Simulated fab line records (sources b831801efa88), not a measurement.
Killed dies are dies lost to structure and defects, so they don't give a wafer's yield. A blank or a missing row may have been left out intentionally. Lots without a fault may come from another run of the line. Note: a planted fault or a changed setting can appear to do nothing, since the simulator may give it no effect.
One fault seen from 2 desks :: flow gf180mcu :: what lay behind the numbers comes last; until then each desk has only its own

== FOR THE TOOL OWNER'S DESK: litho_track-01 ==
The tool's own readings at GF_CONTACT_PEB_12 (peb time 90 s): means of the sampled wafers that have a number, for each lot that ran on this tool. Any lot whose mean is over 4 standard deviations away from the usual mean is out of limits and marked OUT; that distance is given in the brackets.
Columns: A = heater_power_total_W at GF_CONTACT_PEB_12, usual 85.70 W; B = plate_temp_C at GF_CONTACT_PEB_12, usual 135.02 C
lot: L423
first seen here: day 16 22:41
A: 85.70
B: 135.03

lot: L425
first seen here: day 17 20:08
A: 85.65
B: 134.95

lot: L432
first seen here: day 20 15:02
A: 85.63
B: 135.01

lot: L433
first seen here: day 20 21:08
A: 85.74
B: 134.96

lot: L435
first seen here: day 21 13:56
A: 84.19 (-19) OUT
B: 132.99 (-14) OUT

lot: L437
first seen here: day 22 05:19
A: 84.25 (-19) OUT
B: 132.95 (-15) OUT
This desk's verdict: out of limits on L435, L437, starting with L435 at day 21 13:56 (heater_power_total_W at GF_CONTACT_PEB_12). L423, L425, L432, L433 stayed within limits.

== METROLOGY DESK ==
Lot by lot, what the gauges showed, no matter which tool ran the lot: averages of those sampled wafers that carry a number. Any lot whose mean is over 4 standard deviations away from the usual mean is out of limits and marked OUT; that distance is given in the brackets.
Columns: A = CONTACT_CVD_02_THK at GF_CONTACT_THK_MEAS_03, usual 864 nm; B = cd_nm at GF_CONTACT_CD_MEAS_14, usual 220.0 nm; C = cd_nm at GF_M1_CD_MEAS_14, usual 229.7 nm; D = M1_OVL at GF_M1_OVL_MEAS_15, usual 0 nm
lot: L420
first seen here: day 15 01:24
A: 847
B: 218.9
C: 229.1
D: 11

lot: L421
first seen here: day 15 10:34
A: 869
B: 219.2
C: 228.7
D: 8

lot: L423
first seen here: day 16 00:21
A: 866
B: 219.6
C: 229.0
D: -7

lot: L425
first seen here: day 16 21:11
A: 867
B: 221.1
C: 229.7
D: -5

lot: L426
first seen here: day 17 08:04
A: 849
B: 220.4
C: 230.2
D: -4

lot: L427
first seen here: day 18 02:05
A: 879
B: 222.3
C: 227.5
D: 6

lot: L431
first seen here: day 19 07:59
A: 859
B: 218.1
C: 229.6
D: 2

lot: L432
first seen here: day 19 15:01
A: 855
B: 220.3
C: 229.2
D: 3

lot: L433
first seen here: day 19 20:35
A: 873
B: 217.2
C: 230.2
D: 5

lot: L434
first seen here: day 20 08:00
A: 860
B: 219.4
C: 230.2
D: 2

lot: L435
first seen here: day 20 13:30
A: 870
B: 215.1
C: 229.6
D: 5

lot: L436
first seen here: day 20 22:50
A: 866
B: 217.9
C: 229.9
D: -9

lot: L437
first seen here: day 21 05:20
A: 868
B: 215.7
C: 230.8
D: 1

lot: L441
first seen here: day 22 15:38
A: 853
B: 220.2
C: 228.4
D: -0
This desk's finding: nothing out of limits on any of the 14 lots.

== PUT TOGETHER ==
At day 21 13:56, on L435, L437, the tool owner's desk was in a position to raise an alarm.
The metrology desk saw nothing out of limits.
The metrology desk has L435, L437 on record, within its limits.
All the named lots went through GF_CONTACT_PEB_12 on litho_track-01.

== WHAT WAS PUT IN BY THE SIMULATOR ==
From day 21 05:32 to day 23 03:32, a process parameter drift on litho_track-01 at GF_CONTACT_PEB_12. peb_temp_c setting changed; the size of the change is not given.
Struck lots among those shown: L435, L437.
Each desk's first reading out of limits, in hours after the fault started: the tool owner's desk, 8.
